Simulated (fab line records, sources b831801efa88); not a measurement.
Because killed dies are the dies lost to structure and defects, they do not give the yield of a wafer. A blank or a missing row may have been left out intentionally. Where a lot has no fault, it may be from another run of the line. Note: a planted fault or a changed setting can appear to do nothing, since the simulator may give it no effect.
A lot that was struck, set against a sound lot :: flow gf180mcu :: 14 out of 602 route steps
Sound: these wafers, L878.1, L878.3, L878.6. The struck wafers were L885.2, L885.3, L885.6. Last of all comes the cause.
Order at every step that has rows: each side's tool, ch and its chambers, its first start. Under that, the readings that differ: sound wafers :: struck wafers :: difference of the means :: sigmas: that difference in standard deviations of wafers without a fault.
alike: a reading whose means differ by less than 2 such deviations, as well as words and numbers matching on both sides. not compared: withheld readings; readings where some wafer has no value; bounds like >300 that might hide an equal value; numbers whose values overlap and for which the record gives no deviation.
The two part at a step that has a row with sigmas, a row that says differs or no value, or rows on one side only. Non-overlapping numbers with no deviation appear without sigmas and do not part them. A reading that every wafer of one side lacks parts them only if that side has two wafers or more.

first, 6 steps without rows for these wafers: GF_DNWELL_COAT_02 (resist thk 3000 nm); GF_DNWELL_SOFTBAKE_03; GF_DNWELL_EXPOSE_04 (exposes mask DNWELL, target cd 1700 nm); GF_DNWELL_PEB_05; GF_DNWELL_DEVELOP_06 (develop time 60 s); GF_DNWELL_IMPLANT_07.
GF_DNWELL_STRIP_08: strips in O2/N2.
  sound on plasma asher-03 ch 0,1, day 3 01:05; struck on plasma asher-02 ch 0,1, day 4 12:02
  alike: drypump motor current A, heater power w, o2 flow sccm, oes product au, strip time to endpoint s
  not compared: rf hours counter h
GF_DNWELL_TW_MEAS_09:
  sound on film metro-04 at day 3 01:11; struck on film metro-04 at day 4 12:09
  alike: DNWELL_TW
then, 4 steps without rows for these wafers: GF_NWELL_DEHYDRATE_00 (time 60 s); GF_NWELL_HMDS_01 (prime time 60 s); GF_NWELL_COAT_02 (resist thk 3000 nm); GF_NWELL_SOFTBAKE_03.
GF_NWELL_EXPOSE_04: exposes mask Nwell, target cd 860 nm.
  struck on iline stepper-01, day 4 18:32; sound on iline stepper-01 ch 0, day 3 07:15
  no value came back on the struck wafers for exposure dose mJ cm2, focus offset nm (nm), reticle temp C (C); on the sound wafers exposure dose mJ cm2 reads 259.90 259.96 260.19
  alike: mask
next, for these wafers, 1 step has no rows: GF_NWELL_PEB_05.

## WHERE THEY PART
Only at GF_NWELL_EXPOSE_04, as far as this record shows.

WHY: what the simulator had put in
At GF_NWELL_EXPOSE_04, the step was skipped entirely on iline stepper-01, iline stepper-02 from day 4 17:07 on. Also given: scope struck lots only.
